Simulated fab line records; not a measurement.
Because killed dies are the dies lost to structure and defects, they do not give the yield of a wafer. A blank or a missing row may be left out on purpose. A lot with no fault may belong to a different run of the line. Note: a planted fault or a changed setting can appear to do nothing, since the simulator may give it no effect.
2 desks looking at one fault	flow sky130	each desk holds nothing but its own numbers, with what lay behind them at the end

== THE METROLOGY DESK ==
Lot by lot, what the gauges showed, no matter which tool ran the lot: averages of those sampled wafers that carry a number. Marked OUT: a lot whose mean sits more than 4 standard deviations from the usual mean, which makes it out of limits; the brackets give that distance.
Columns: A = NWELL_01_OVL at SKY_NWELL_OVL_MEAS_23, usual 0.1 nm; B = NWELL_RS at SKY_NWELL_RS_MEAS_29, usual 624.7 ohm/sq
lot	first seen here	A	B
L728	day 7 01:11	2.4	624.5
L730	day 7 10:14	0.1	626.1
L731	day 7 17:41	-1.0	626.8
L732	day 7 18:17	-0.2	623.1
L733	day 7 19:11	0.3	623.3
L734	day 7 23:44	-1.1	624.1
L737	day 8 15:14	0.1	624.5
L736	day 8 16:11	0.2	623.9
L738	day 9 01:29	-0.4	624.7
L741	day 9 17:29	2.4	626.4
L746	day 11 03:49	0.1	615.9 (-5.9) OUT
L747	day 11 05:09	-1.0	617.1 (-5.0) OUT
Finding of this desk: L746, L747 out of limits, first seen on L746 at day 11 04:19 (NWELL_RS at SKY_NWELL_RS_MEAS_29). L728, L730, L731, L732, L733, L734, L737, L736, L738, L741 stayed within limits.

== TOOL OWNER'S DESK, implanter-02 ==
The tool's own readings at SKY_NWELL_IMPLANT_11, given as means over the sampled wafers that have a number, one for each lot that went through this tool. Marked OUT: a lot whose mean sits more than 4 standard deviations from the usual mean, which makes it out of limits; the brackets give that distance.
Columns: A = doseIonsCm2 at SKY_NWELL_IMPLANT_11, usual 1.9e+13
lot	first seen here	A
L734	day 7 03:18	1.9e+13
L737	day 7 19:18	1.9e+13
L738	day 8 04:13	1.9e+13
L741	day 8 17:52	1.9e+13
L746	day 10 03:46	1.9e+13 (+17) OUT
L747	day 10 05:27	1.9e+13 (+17) OUT
Finding of this desk: L746, L747 out of limits; the first was L746 at day 10 03:46, on doseIonsCm2 at SKY_NWELL_IMPLANT_11. L734, L737, L738, L741 stayed within limits.

== TAKEN TOGETHER ==
At day 10 03:46, on L746, L747, the tool owner's desk was in a position to raise an alarm.
On L746, L747, the metrology desk was in a position to raise an alarm at day 11 04:19.
Every lot named ran SKY_NWELL_IMPLANT_11 on implanter-02.

== WHAT THE SIMULATOR PUT IN ==
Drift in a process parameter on implanter-02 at SKY_NWELL_IMPLANT_11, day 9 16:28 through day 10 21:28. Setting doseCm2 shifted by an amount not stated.
Shown lots that were struck: L746, L747.
Hours from the fault's start to each desk's first reading out of limits: the tool owner's desk, 11; the metrology desk, 36.
